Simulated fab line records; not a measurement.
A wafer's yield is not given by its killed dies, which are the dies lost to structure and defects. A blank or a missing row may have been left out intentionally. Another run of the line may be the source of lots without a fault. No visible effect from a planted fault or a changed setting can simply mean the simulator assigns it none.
Chamber matching | flow gf180mcu | 4 sister chambers for GF_HV_LDD_ETCHBACK_58 on rie diel-02
The step etches Si3N4 in CH3F/O2, stops on SiO2, time 100 s, target depth 90 nm. 8 wafers are shown with their chamber, then 6 later ones without.

## WAFERS PAIRED WITH THEIR CHAMBERS
wafer  | chamber | bias w (W) | throttle valve pct (%)
L727.1 | 2       | 80.33      | 10.551
L727.4 | 3       | 80.29      | 10.559
L727.6 | 3       | 80.32      | 10.567
L735.3 | 0       | 80.29      | 10.563
L735.4 | 2       | 79.99      | 10.548
L737.3 | 1       | 79.71      | 10.561
L737.4 | 0       | 80.32      | 10.570
L737.6 | 1       | 80.03      | 10.547

## WAFERS MISSING THEIR CHAMBER
wafer  | bias w (W) | throttle valve pct (%)
L738.2 | 80.15      | 10.554
L738.5 | 80.42      | 10.555
L738.6 | 80.16      | 10.566
L740.3 | 80.04      | 10.557
L740.4 | 80.34      | 10.562
L740.6 | 79.80      | 10.582

## EACH ONE'S CHAMBER
wafer  | from the rows above               | in truth
L738.2 | can't be placed: 2 or 1 or 3 or 0 | 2
L738.5 | can't be placed: 3 or 2 or 0 or 1 | 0
L738.6 | can't be placed: 0 or 3 or 1 or 2 | 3
L740.3 | can't be placed: 1 or 2 or 3 or 0 | 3
L740.4 | can't be placed: 3 or 0 or 2      | 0
L740.6 | can't be placed: 0 or 3 or 1 or 2 | 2
0 of 6 placed correctly. Cannot be placed on the basis of these rows: 6; the candidates contain the true chamber in 6. 0 placed wrongly.
How it was worked out, from the rows above alone: a wafer's distance from a chamber is the root of the sum, over the readings, of the square of ((its reading less the chamber's mean) divided by the reading's scatter). The wafer belongs to the nearest chamber; if the next one is less than 2 further off, it can't be placed. Each chamber's mean is taken over the wafers shown for it. The scatter is the square root of a quotient: the sum, over the shown wafers, of each reading's squared deviation from its chamber's mean, divided by wafers minus chambers.
